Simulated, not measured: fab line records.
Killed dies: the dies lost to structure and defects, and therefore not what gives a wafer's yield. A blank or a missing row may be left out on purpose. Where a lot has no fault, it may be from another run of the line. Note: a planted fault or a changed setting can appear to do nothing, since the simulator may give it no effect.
fab line records -- flow sky130 -- part 1 of 2: steps 1 to 30 of 31
[record] lots = 7, wafers = 18, last-day = 49
route steps=708 shown LI_CONTACT@375 LOCAL_INTERCONNECT@387 PAD_OPEN@708
lots that met no fault: from a run of the same line without faults
start-h: hours from the record's opening day to when the first of the lot's shown wafers began -- wait-h: hours from the lot's prior step to this one -- " as in the row above -- L1.1+2: one row covering several wafers at once -- - no value, or no start given -- * or withheld: withheld -- < > ~ a bound
route shown NAME@n: NAME is a module with steps in the file, n the number in the route of the first one -- usual: the fault-free wafers' mean and standard deviation -- same: alike in all rows -- chamber/n: place in a boat -- sites: per-site readings -- _std_site: standard deviation across them -- _edge_site: the outer-site mean with the inner-site mean subtracted -- radius-mm: how far each site lies from the wafer's centre -- mask NAME#n: copy n -- behind: the most recent tool/chamber to have shaped the wafer -- hold: reason for holding the lot/hours on hold/outcome of the hold -- device: whichever transistor did not switch (one of n, p or np) -- end of line: the route-end tests of the same wafers -- for a step that has no rows: nothing shown but its recipe -- killed: dies that structure and defects cost at the first sort, which is not the same as the wafer's yield -- map: dies across one wafer; x = killed, . = not, _ = none there
set.NAME: the setting as run; set.NAME@STEP: as run at that earlier step -- model.NAME: the simulator's own value behind a step, which no gauge read
a table for each step, a row for each wafer; lots at some steps of the route
services: a tool's chamber out of use, with start hour (start-h, from the record's first day; less than 0 if before it), hours out, and reason
[[steps]]
[step SKY_LI_CONTACT_OVL_MEAS_13]
[usual] LI_CONTACT_OVL = -1/6.3
lot.wafer,tool,chamber,start-h,wait-h,LI_CONTACT_OVL[nm]
L204.3,overlay-02,-,673.60,0.1,-12
L204.4,overlay-02,-,673.60,0.1,-9
L204.5,overlay-02,-,673.60,0.1,-15
L205.2,overlay-01,-,690.19,0.1,0
L205.3,overlay-01,-,690.19,0.1,3
L205.4,overlay-01,-,690.19,0.1,-3
L214.3,overlay-02,-,755.95,0.1,12
L214.4,overlay-02,-,755.95,0.1,3
L216.3,overlay-01,-,765.40,0.1,-2
L216.4,overlay-01,-,765.40,0.1,-1
L217.2,overlay-01,-,776.89,0.1,1
L217.3,overlay-01,-,776.89,0.1,-8
L218.2,overlay-02,-,787.74,0.1,5
L218.5,overlay-02,-,787.74,0.1,2
L218.6,overlay-02,-,787.74,0.1,-1
L221.2,overlay-02,-,823.05,0.1,-7
L221.3,overlay-02,-,823.05,0.1,-2
L221.6,overlay-02,-,823.05,0.1,-4
[step SKY_LI_CONTACT_ETCH_14]
[recipe] chemistry = N2/H2, target = BARC, ion-energy-ev = 200, source-w = 500, bias-w = 100, pressure-mtorr = 30, n2-flow-sccm = 100, h2-flow-sccm = 200, stop-on = SiO2, time-s = 45.9, target-depth-a = 600
[usual] drypump-motor-current-A = 5.8/0.38, oes-product-au = 0.854/0.0049, throttle-valve-pct = 13.224/0.01
[same] time-s = 45.9
lot.wafer,tool,chamber,start-h,wait-h,drypump-motor-current-A,oes-product-au,rf-hours-counter-h,throttle-valve-pct
L204.3,rie-diel-02,3,673.62,0.0,6.0,0.851,8,13.239
L204.4,rie-diel-02,1,673.62,0.0,5.5,0.852,-,13.213
L204.5,rie-diel-02,0,673.62,0.0,5.3,0.854,-,13.228
L205.2,rie-diel-02,2,690.22,0.0,6.4,0.854,0,13.226
L205.3,rie-diel-02,0,690.22,0.0,5.3,0.852,12,13.220
L205.4,rie-diel-02,3,690.22,0.0,6.0,0.864,8,13.223
L214.3,rie-diel-03,2,755.97,0.0,5.5,0.853,4,13.228
L214.4,rie-diel-03,1,755.97,0.0,5.3,0.858,17,13.221
L216.3,rie-diel-03,0,765.42,0.0,5.8,0.851,20,13.215
L216.4,rie-diel-03,2,765.42,0.0,5.5,0.853,-,13.209
L217.2,rie-diel-02,2,776.92,0.0,6.4,0.853,2,13.225
L217.3,rie-diel-02,1,776.92,0.0,5.5,0.851,1,13.205
L218.2,rie-diel-03,3,787.77,0.0,6.3,0.850,13,13.211
L218.5,rie-diel-03,2,787.77,0.0,5.6,0.855,-,13.220
L218.6,rie-diel-03,1,787.77,0.0,5.3,0.858,-,13.215
L221.2,rie-diel-04,0,823.08,0.0,5.9,0.862,8,13.214
L221.3,rie-diel-04,2,823.08,0.0,6.4,0.856,2,13.217
L221.6,rie-diel-04,2,823.08,0.0,6.5,0.853,-,13.233
[step SKY_LI_CONTACT_ETCH_15]
[recipe] target = PSG, chemistry = C4F8/O2/Ar, stop-on = Si, taper-deg = 4.15, mask-material = KrF-thick, source-w = 1500, bias-w = 1200, pressure-mtorr = 40, c4f8-flow-sccm = withheld, O2_flow_sccm = 6, Ar_flow_sccm = 300, time-s = withheld, target-depth-a = 6000
[usual] oes-product-au = 0.837/0.0049
lot.wafer,tool,chamber,start-h,wait-h,oes-product-au
L204.3,rie-diel-02,3,673.67,0.0,0.833
L204.4,rie-diel-02,1,673.67,0.0,0.841
L204.5,rie-diel-02,0,673.67,0.0,0.843
L205.2,rie-diel-02,2,690.26,0.0,0.841
L205.3,rie-diel-02,0,690.26,0.0,0.838
L205.4,rie-diel-02,3,690.26,0.0,0.834
L214.3,rie-diel-03,2,756.01,0.0,0.839
L214.4,rie-diel-03,1,756.01,0.0,0.829
L216.3,rie-diel-03,0,765.47,0.0,0.838
L216.4,rie-diel-03,2,765.47,0.0,0.842
L217.2,rie-diel-02,2,776.96,0.0,0.837
L217.3,rie-diel-02,1,776.96,0.0,0.834
L218.2,rie-diel-03,3,787.81,0.0,0.827
L218.5,rie-diel-03,2,787.81,0.0,0.837
L218.6,rie-diel-03,1,787.81,0.0,0.839
L221.2,rie-diel-04,0,823.12,0.0,0.836
L221.3,rie-diel-04,2,823.12,0.0,0.836
L221.6,rie-diel-04,2,823.12,0.0,0.837
[step SKY_LI_CONTACT_STRIP_16]
[recipe] chemistry = O2/N2, power-w = 1400, pressure-mtorr = 1500, platen-temp-c = withheld, o2-flow-sccm = 3000, n2-flow-sccm = 300, overash-fraction = 0.5
[step SKY_LI_CONTACT_CLEAN_17]
[recipe] chemistry = NMP, time-s = 600, temp-c = 60, dry = n2-spin
[step SKY_LI_CONTACT_PRE_CLEAN_18]
[recipe] gas = Ar, time-s = 5.6, bias-v = 358
[step SKY_LI_CONTACT_SPUTTER_19]
[recipe] material = Ti, target-thk-nm = 20, chamber-pressure-pa = 5, power-w = 2500, substrate-temp-c = 200, time-s = 106.37
[step SKY_LI_CONTACT_SPUTTER_20]
[recipe] material = TiN, target-thk-nm = 20, chamber-pressure-pa = 5, power-w = 4000, time-s = 80
[step SKY_LI_CONTACT_CVD_21]
[recipe] material = W, target-thk-nm = 400, time-s = 120.56, temp-c = 400, pressure-torr = 40
[usual] heater-power-w = 962/100
[same] time-s = 120.56
lot.wafer,tool,chamber,start-h,wait-h,heater-power-w
L204.3,cvd-w-02,1,674.23,0.1,828
L204.4,cvd-w-02,0,674.23,0.1,1015
L204.5,cvd-w-02,1,674.23,0.1,850
L205.2,cvd-w-01,1,690.78,0.0,874
L205.3,cvd-w-01,0,690.78,0.0,1068
L205.4,cvd-w-01,1,690.78,0.0,881
L214.3,cvd-w-02,1,756.57,0.1,838
L214.4,cvd-w-02,0,756.57,0.1,1037
L216.3,cvd-w-01,0,766.03,0.1,1074
L216.4,cvd-w-01,1,766.03,0.1,862
L217.2,cvd-w-01,0,777.48,0.0,1087
L217.3,cvd-w-01,1,777.48,0.0,886
L218.2,cvd-w-02,0,788.33,0.0,1061
L218.5,cvd-w-02,1,788.33,0.0,839
L218.6,cvd-w-02,0,788.33,0.0,1048
L221.2,cvd-w-01,1,823.67,0.0,891
L221.3,cvd-w-01,0,823.67,0.0,1056
L221.6,cvd-w-01,0,823.67,0.0,1057
[step SKY_LI_CONTACT_RS_MEAS_22]
[recipe] thk-meas-gauge = four-point-probe, reads = W_of_LI_CONTACT_CVD_21+TiN_of_LI_CONTACT_SPUTTER_20+Ti_of_LI_CONTACT_SPUTTER_19
[usual] LI_CONTACT_W_RS = 0.287/0.0032
lot.wafer,tool,chamber,start-h,wait-h,LI_CONTACT_W_RS[ohm/sq]
L204.3,film-metro-04,-,674.35,0.1,0.283
L204.4,film-metro-04,-,674.35,0.1,0.292
L204.5,film-metro-04,-,674.35,0.1,0.285
L205.2,film-metro-03,-,690.93,0.1,0.287
L205.3,film-metro-03,-,690.93,0.1,0.287
L205.4,film-metro-03,-,690.93,0.1,0.288
L214.3,film-metro-04,-,756.70,0.1,0.282
L214.4,film-metro-04,-,756.70,0.1,0.286
L216.3,film-metro-04,-,766.15,0.1,0.286
L216.4,film-metro-04,-,766.15,0.1,0.286
L217.2,film-metro-03,-,777.63,0.1,0.284
L217.3,film-metro-03,-,777.63,0.1,0.290
L218.2,film-metro-02,-,788.48,0.1,0.288
L218.5,film-metro-02,-,788.48,0.1,0.293
L218.6,film-metro-02,-,788.48,0.1,0.289
L221.2,film-metro-02,-,823.81,0.1,0.284
L221.3,film-metro-02,-,823.81,0.1,0.281
L221.6,film-metro-02,-,823.81,0.1,0.285
[step SKY_LI_CONTACT_THK_MEAS_23]
[recipe] thk-meas-gauge = xrf, reads = W_of_LI_CONTACT_CVD_21
[usual] LI_CONTACT_W_THK = 372/6.8
lot.wafer,tool,chamber,start-h,wait-h,LI_CONTACT_W_THK[nm]
L204.3,film-metro-04,-,674.45,0.1,371
L204.4,film-metro-04,-,674.45,0.1,363
L204.5,film-metro-04,-,674.45,0.1,366
L205.2,film-metro-03,-,691.04,0.1,382
L205.3,film-metro-03,-,691.04,0.1,381
L205.4,film-metro-03,-,691.04,0.1,379
L214.3,film-metro-04,-,756.80,0.1,377
L214.4,film-metro-04,-,756.80,0.1,372
L216.3,film-metro-04,-,766.25,0.1,371
L216.4,film-metro-04,-,766.25,0.1,372
L217.2,film-metro-03,-,777.74,0.1,376
L217.3,film-metro-03,-,777.74,0.1,371
L218.2,film-metro-02,-,788.59,0.1,366
L218.5,film-metro-02,-,788.59,0.1,363
L218.6,film-metro-02,-,788.59,0.1,367
L221.2,film-metro-02,-,823.92,0.1,375
L221.3,film-metro-02,-,823.92,0.1,381
L221.6,film-metro-02,-,823.92,0.1,375
[step SKY_LI_CONTACT_CMP_24]
[recipe] stop-on = PSG, t-overpolish-s = 20, down-force-psi = 3.5, platen-rpm = 60, target-thk-nm = 0, pad-velocity-m-s = 0.94248
[usual] motor-current-A = 10.8/0.97, overpolish-run-s = 20.001/0.009, time-to-endpoint-s = 96/3
lot.wafer,tool,chamber,start-h,wait-h,motor-current-A,overpolish-run-s,time-to-endpoint-s
L204.4,cmp-02,1,674.49,0.0,11.9,20.012,94
L204.3,cmp-02,2,674.49,0.0,11.6,20.018,97
L204.5,cmp-02,2,674.49,0.0,12.6,19.984,98
L205.2,cmp-02,0,691.09,0.0,10.6,20.005,92
L205.4,cmp-02,1,691.09,0.0,11.4,20.007,93
L205.3,cmp-02,3,691.09,0.0,10.7,19.997,98
L214.3,cmp-01,0,756.84,0.0,8.6,19.992,98
L214.4,cmp-01,1,756.84,0.0,10.3,20.009,95
L216.3,cmp-02,2,766.34,0.1,13.2,19.990,95
L216.4,cmp-02,0,766.34,0.1,11.2,19.994,97
L217.3,cmp-01,3,777.84,0.1,11.1,20.007,97
L217.2,cmp-01,0,777.84,0.1,9.6,19.997,98
L218.2,cmp-02,3,788.79,0.2,10.0,20.018,101
L218.6,cmp-02,0,788.79,0.2,11.3,20.001,93
L218.5,cmp-02,1,788.79,0.2,11.7,19.991,93
L221.2,cmp-02,1,823.97,0.0,11.5,20.005,101
L221.3,cmp-02,0,823.97,0.0,11.4,20.010,102
L221.6,cmp-02,1,823.97,0.0,10.5,19.998,97
[step SKY_LOCAL_INTERCONNECT_SPUTTER_00]
[recipe] material = TiN, target-thk-nm = 100, temp-c = 300, power-w = 6500, time-s = 83.3, chamber-pressure-pa = 0.4
[usual] chamber-pressure-pa = 0.4000/0.00077, throttle-valve-pct = 29.6/1.2
lot.wafer,tool,chamber,start-h,wait-h,chamber-pressure-pa,throttle-valve-pct,model.TiN_of_LOCAL_INTERCONNECT_SPUTTER_00.thk-nm
L204.3,pvd-sputter-03,-,674.81,0.2,0.4008,28.9,100.1
L204.4,pvd-sputter-03,-,674.81,0.2,0.3997,28.9,100.9
L204.5,pvd-sputter-03,-,674.81,0.2,0.3995,29.0,100.5
L205.2,pvd-sputter-04,-,691.39,0.2,0.4003,28.9,100.1
L205.3,pvd-sputter-04,-,691.39,0.2,0.3994,30.3,100.2
L205.4,pvd-sputter-04,-,691.39,0.2,0.3993,28.4,100.4
L214.3,pvd-sputter-04,-,757.14,0.2,0.4010,28.9,92.55
L214.4,pvd-sputter-04,-,757.14,0.2,0.4019,28.5,101.2
L216.3,pvd-sputter-04,-,766.59,0.2,0.4009,30.3,90.47
L216.4,pvd-sputter-04,-,766.59,0.2,0.3998,28.8,97.99
L217.2,pvd-sputter-04,-,778.09,0.1,0.4006,29.1,89.46
L217.3,pvd-sputter-04,-,778.09,0.1,0.4002,28.9,91.57
L218.2,pvd-sputter-02,-,788.94,0.1,0.3991,30.4,100.9
L218.5,pvd-sputter-02,-,788.94,0.1,0.4007,30.6,100.2
L218.6,pvd-sputter-02,-,788.94,0.1,0.4005,28.5,99.19
L221.2,pvd-sputter-03,-,824.27,0.2,0.4005,29.2,100.3
L221.3,pvd-sputter-03,-,824.27,0.2,0.3981,29.0,102.7
L221.6,pvd-sputter-03,-,824.27,0.2,0.3997,31.4,101.5
[step SKY_LOCAL_INTERCONNECT_RS_MEAS_01]
[recipe] thk-meas-gauge = four-point-probe, reads = TiN_of_LOCAL_INTERCONNECT_SPUTTER_00
[usual] LOCAL_INTERCONNECT_TIN_RS = 14.15/0.19
lot.wafer,tool,chamber,start-h,wait-h,LOCAL_INTERCONNECT_TIN_RS[ohm/sq]
L204.3,film-metro-01,-,674.92,0.1,14.13
L204.4,film-metro-01,-,674.92,0.1,14.03
L204.5,film-metro-01,-,674.92,0.1,14.11
L205.2,film-metro-03,-,691.47,0.1,14.11
L205.3,film-metro-03,-,691.47,0.1,14.15
L205.4,film-metro-03,-,691.47,0.1,14.14
L214.3,film-metro-01,-,757.24,0.1,15.38
L214.4,film-metro-01,-,757.24,0.1,13.99
L216.3,film-metro-04,-,766.69,0.1,15.69
L216.4,film-metro-04,-,766.69,0.1,14.41
L217.2,film-metro-04,-,778.17,0.1,15.90
L217.3,film-metro-04,-,778.17,0.1,15.51
L218.2,film-metro-01,-,789.02,0.1,14.04
L218.5,film-metro-01,-,789.02,0.1,14.11
L218.6,film-metro-01,-,789.02,0.1,14.33
L221.2,film-metro-03,-,824.36,0.1,14.11
L221.3,film-metro-03,-,824.36,0.1,13.79
L221.6,film-metro-03,-,824.36,0.1,13.94
[step SKY_LOCAL_INTERCONNECT_THK_MEAS_02]
[recipe] thk-meas-gauge = xrf, reads = TiN_of_LOCAL_INTERCONNECT_SPUTTER_00
[usual] LOCAL_INTERCONNECT_TIN_THK = 100.5/1.5
lot.wafer,tool,chamber,start-h,wait-h,LOCAL_INTERCONNECT_TIN_THK[nm]
L204.3,film-metro-01,-,675.02,0.1,101.2
L204.4,film-metro-01,-,675.02,0.1,102.3
L204.5,film-metro-01,-,675.02,0.1,101.9
L205.2,film-metro-03,-,691.58,0.1,99.7
L205.3,film-metro-03,-,691.58,0.1,99.8
L205.4,film-metro-03,-,691.58,0.1,99.7
L214.3,film-metro-01,-,757.34,0.1,94.2
L214.4,film-metro-01,-,757.34,0.1,102.8
L216.3,film-metro-04,-,766.79,0.1,91.7
L216.4,film-metro-04,-,766.79,0.1,99.1
L217.2,film-metro-04,-,778.28,0.1,90.1
L217.3,film-metro-04,-,778.28,0.1,92.3
L218.2,film-metro-01,-,789.13,0.1,102.3
L218.5,film-metro-01,-,789.13,0.1,101.3
L218.6,film-metro-01,-,789.13,0.1,100.4
L221.2,film-metro-03,-,824.47,0.1,100.0
L221.3,film-metro-03,-,824.47,0.1,102.3
L221.6,film-metro-03,-,824.47,0.1,101.4
[step SKY_LOCAL_INTERCONNECT_DEHYDRATE_03]
[recipe] temp-c = 200, time-s = 60
[step SKY_LOCAL_INTERCONNECT_HMDS_04]
[recipe] prime-time-s = 60, prime-temp-c = 120
[step SKY_LOCAL_INTERCONNECT_COAT_05]
[recipe] resist = BARC, temp-c = withheld, time-s = withheld, spin-rpm = 3000, resist-thk-nm = 60
[step SKY_LOCAL_INTERCONNECT_COAT_06]
[recipe] resist = KrF-thick, spin-rpm = 3000, resist-thk-nm = 450
[step SKY_LOCAL_INTERCONNECT_SOFTBAKE_07]
[recipe] temp-c = 100, time-s = 90, resist = KrF-thick
[step SKY_LOCAL_INTERCONNECT_EXPOSE_08]
[recipe] mask-id = LI1M, na = 0.8, source-shape = annular, sigma-inner = 0.55, sigma-outer = 0.85, target-cd-nm = 170, dose-mj = 28
[step SKY_LOCAL_INTERCONNECT_PEB_09]
[recipe] peb-temp-c = withheld, peb-time-s = withheld, resist = KrF-thick
[step SKY_LOCAL_INTERCONNECT_DEVELOP_10]
[recipe] develop-time-s = 60, resist = KrF-thick, dev-temp-c = 21
[step SKY_LOCAL_INTERCONNECT_CD_MEAS_11]
[recipe] target-cd-nm = 170
[usual] cd-nm = 169.9/1.8
lot.wafer,tool,chamber,start-h,wait-h,cd-nm
L204.3,cd-sem-02,-,702.84,-,168.0
L204.4,cd-sem-02,-,702.84,-,169.0
L204.5,cd-sem-02,-,702.84,-,167.6
L205.2,cd-sem-01,-,718.37,-,168.6
L205.3,cd-sem-01,-,718.37,-,169.0
L205.4,cd-sem-01,-,718.37,-,168.8
L214.3,cd-sem-01,-,783.14,-,173.0
L214.4,cd-sem-01,-,783.14,-,172.1
L216.3,cd-sem-01,-,793.14,-,170.2
L216.4,cd-sem-01,-,793.14,-,169.1
L217.2,cd-sem-01,-,804.40,-,166.6
L217.3,cd-sem-01,-,804.40,-,166.8
L218.2,cd-sem-02,-,815.95,-,170.0
L218.5,cd-sem-02,-,815.95,-,170.5
L218.6,cd-sem-02,-,815.95,-,169.0
L221.2,cd-sem-02,-,851.26,-,171.2
L221.3,cd-sem-02,-,851.26,-,171.2
L221.6,cd-sem-02,-,851.26,-,171.0
[step SKY_LOCAL_INTERCONNECT_OVL_MEAS_12]
[usual] LOCAL_INTERCONNECT_OVL = -5/4.8
lot.wafer,tool,chamber,start-h,wait-h,LOCAL_INTERCONNECT_OVL[nm]
L204.3,overlay-02,-,702.93,0.1,-15
L204.4,overlay-02,-,702.93,0.1,-17
L204.5,overlay-02,-,702.93,0.1,-20
L205.2,overlay-01,-,718.47,0.1,1
L205.3,overlay-01,-,718.47,0.1,-5
L205.4,overlay-01,-,718.47,0.1,-5
L214.3,overlay-02,-,783.23,0.1,-3
L214.4,overlay-02,-,783.23,0.1,-8
L216.3,overlay-02,-,793.23,0.1,-2
L216.4,overlay-02,-,793.23,0.1,-2
L217.2,overlay-01,-,804.51,0.1,-6
L217.3,overlay-01,-,804.51,0.1,-7
L218.2,overlay-01,-,816.06,0.1,-7
L218.5,overlay-01,-,816.06,0.1,-6
L218.6,overlay-01,-,816.06,0.1,0
L221.2,overlay-01,-,851.37,0.1,5
L221.3,overlay-01,-,851.37,0.1,-8
L221.6,overlay-01,-,851.37,0.1,-4
[step SKY_LOCAL_INTERCONNECT_ETCH_13]
[recipe] chemistry = N2/H2, target = BARC, ion-energy-ev = 200, bias-w = 100, pressure-mtorr = 30, n2-flow-sccm = 100, h2-flow-sccm = 200, icp-w = 500, stop-on = SiO2, time-s = 45.9, target-depth-a = 600
[step SKY_LOCAL_INTERCONNECT_METAL_ETCH_14]
[recipe] target-depth-nm = 110, stop-on = PSG, chemistry = Cl2/BCl3, target = TiN, resist-sidewall-deg = 88, pressure-mtorr = 10, icp-w = 900, bias-w = 48.5, Cl2_flow_sccm = 60, bcl3-flow-sccm = 30, time-s = 31.4
[usual] drypump-motor-current-A = 5.6/0.51, mfc-cl2-sccm = 59.99/0.18, oes-product-au = 0.941/0.0084, throttle-valve-pct = 21.901/0.011
[same] time-s = 31.4
lot.wafer,tool,chamber,start-h,wait-h,drypump-motor-current-A,mfc-cl2-sccm,oes-product-au,rf-hours-counter-h,throttle-valve-pct
L204.3,rie-metal-03,0,703.03,0.0,6.4,59.96,0.948,-,21.901
L204.4,rie-metal-03,1,703.03,0.0,5.4,60.36,0.943,-,21.893
L204.5,rie-metal-03,0,703.03,0.0,6.4,59.91,0.949,-,21.912
L205.2,rie-metal-04,0,718.57,0.0,5.5,59.89,0.944,5,21.891
L205.3,rie-metal-04,0,718.57,0.0,5.5,59.83,0.941,-,21.900
L205.4,rie-metal-04,1,718.57,0.0,5.0,60.16,0.949,-,21.898
L214.3,rie-metal-03,0,783.33,0.0,6.3,60.14,0.906,-,21.927
L214.4,rie-metal-03,1,783.33,0.0,5.4,59.83,0.949,-,21.898
L216.3,rie-metal-01,1,793.34,0.0,6.5,59.85,0.884,-,21.953
L216.4,rie-metal-01,0,793.34,0.0,5.8,60.06,0.933,-,21.919
L217.2,rie-metal-03,0,804.60,0.0,6.4,59.96,0.884,10,21.923
L217.3,rie-metal-03,1,804.60,0.0,5.4,59.93,0.892,-,21.917
L218.2,rie-metal-01,1,816.15,0.0,6.4,59.92,0.946,15,21.905
L218.5,rie-metal-01,0,816.15,0.0,5.8,60.00,0.939,-,21.901
L218.6,rie-metal-01,1,816.15,0.0,6.4,59.96,0.941,-,21.894
L221.2,rie-metal-04,0,851.46,0.0,5.5,60.02,0.947,10,21.891
L221.3,rie-metal-04,1,851.46,0.0,5.0,60.15,0.958,-,21.886
L221.6,rie-metal-04,1,851.46,0.0,5.0,60.06,0.945,-,21.893
[step SKY_LOCAL_INTERCONNECT_STRIP_15]
[recipe] chemistry = O2/N2, power-w = 1400, pressure-mtorr = 1500, platen-temp-c = withheld, o2-flow-sccm = 3000, n2-flow-sccm = 300, overash-fraction = 0.5
[usual] drypump-motor-current-A = 5.7/0.48, oes-product-au = 0.427/0.0043, strip-time-to-endpoint-s = 4.721/0.018
[same] overash-fraction = 0.5
lot.wafer,tool,chamber,start-h,wait-h,drypump-motor-current-A,oes-product-au,rf-hours-counter-h,strip-time-to-endpoint-s
L204.3,plasma-asher-03,0,703.10,0.1,5.8,0.420,-,4.745
L204.4,plasma-asher-03,1,703.10,0.1,5.7,0.424,-,4.750
L204.5,plasma-asher-03,0,703.10,0.1,5.8,0.425,-,4.734
L205.2,plasma-asher-01,1,718.62,0.0,5.0,0.424,99,4.744
L205.3,plasma-asher-01,1,718.62,0.0,5.0,0.429,-,4.760
L205.4,plasma-asher-01,0,718.62,0.0,6.4,0.433,-,4.737
L214.3,plasma-asher-01,1,783.40,0.1,5.0,0.424,-,4.704
L214.4,plasma-asher-01,0,783.40,0.1,6.4,0.427,-,4.742
L216.3,plasma-asher-04,1,793.40,0.1,5.1,0.428,-,4.738
L216.4,plasma-asher-04,0,793.40,0.1,6.1,0.431,-,4.726
L217.2,plasma-asher-04,0,804.65,0.0,6.1,0.425,38,4.719
L217.3,plasma-asher-04,0,804.65,0.0,6.1,0.428,-,4.699
L218.2,plasma-asher-03,1,816.20,0.0,5.7,0.431,70,4.716
L218.5,plasma-asher-03,0,816.20,0.0,5.8,0.424,-,4.738
L218.6,plasma-asher-03,1,816.20,0.0,5.7,0.427,-,4.687
L221.2,plasma-asher-03,0,851.51,0.0,5.8,0.429,74,4.710
L221.3,plasma-asher-03,0,851.51,0.0,5.8,0.424,-,4.742
L221.6,plasma-asher-03,1,851.51,0.0,5.7,0.426,-,4.721
[step SKY_LOCAL_INTERCONNECT_STRIP_16]
[recipe] chemistry = post-etch-residue-remover, time-s = 1200, temp-c = 72.5
[usual] bath-heat-duty-pct = 14.7/1.3
[same] time-s = 1200
lot.wafer,tool,chamber,start-h,wait-h,bath-heat-duty-pct,model.TiN_of_LOCAL_INTERCONNECT_SPUTTER_00.thk-nm
L204.3,wet-bench-01,0,703.17,0.0,15.6,99.65
L204.4,wet-bench-01,0,703.17,0.0,17.6,100.5
L204.5,wet-bench-01,0,703.17,0.0,16.0,100.1
L205.2,wet-bench-04,0,718.72,0.1,15.1,99.73
L205.3,wet-bench-04,0,718.72,0.1,16.9,99.8
L205.4,wet-bench-04,0,718.72,0.1,14.7,99.95
L214.3,wet-bench-04,2,783.47,0.0,15.8,92.13
L214.4,wet-bench-04,2,783.47,0.0,13.7,100.8
L216.3,wet-bench-04,2,793.47,0.0,14.6,90.05
L216.4,wet-bench-04,2,793.47,0.0,14.0,97.58
L217.2,wet-bench-04,3,804.75,0.1,14.5,89.05
L217.3,wet-bench-04,3,804.75,0.1,14.0,91.16
L218.2,wet-bench-01,1,816.30,0.1,16.4,100.5
L218.5,wet-bench-01,1,816.30,0.1,17.4,99.81
L218.6,wet-bench-01,1,816.30,0.1,17.2,98.77
L221.2,wet-bench-04,2,851.63,0.1,13.4,99.87
L221.3,wet-bench-04,2,851.63,0.1,14.1,102.2
L221.6,wet-bench-04,2,851.63,0.1,12.8,101
[step SKY_LOCAL_INTERCONNECT_CLEAN_17]
[recipe] chemistry = IPA, time-s = 180, temp-c = 25
[[key]]
[first-sign] step = SKY_LOCAL_INTERCONNECT_RS_MEAS_01, reading = LOCAL_INTERCONNECT_TIN_RS, direction = up, sigmas = 7.7, usual = 14.15, struck = 15.62
[effect] step = SKY_LOCAL_INTERCONNECT_THK_MEAS_02, reading = LOCAL_INTERCONNECT_TIN_THK, direction = down, sigmas = 5.6, usual = 100.5, struck = 92.1
[effect] step = SKY_LOCAL_INTERCONNECT_METAL_ETCH_14, reading = oes-product-au, direction = down, sigmas = 5.9, usual = 0.941, struck = 0.892
[model-effect] step = SKY_LOCAL_INTERCONNECT_SPUTTER_00, value = TiN_of_LOCAL_INTERCONNECT_SPUTTER_00.thk-nm, without = 99.03, struck = 91.01
[model-effect] step = SKY_LOCAL_INTERCONNECT_STRIP_16, value = TiN_of_LOCAL_INTERCONNECT_SPUTTER_00.thk-nm, without = 98.62, struck = 90.6
[model-effect] step = SKY_PAD_OPEN_PROBE_99, value = etest.res-li.line-ohm-um, without = 76.76, struck = 83.54
met-at SKY_LOCAL_INTERCONNECT_SPUTTER_00
struck-wafers L214.3,L216.3,L217.2,L217.3
tester-left-out L214,L216,L217
onset-between 691.39 757.14
[fault] kind = process-parameter-drift, tool = pvd-sputter-04, chamber = -, onset-h = 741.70, steps = SKY_LOCAL_INTERCONNECT_SPUTTER_00, channel = time-s, offset = *, shape = step, end-h = 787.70, scope = struck-wafers-only, acts-in = *, stated = *
// tester-left-out: of these lots the tester's yield and bins aren't shown, on N5 and GAA mostly nor the transistor test; their killed dies are dies lost to structure and defects alone, not to doping, threshold or leakage, so they don't give the yield
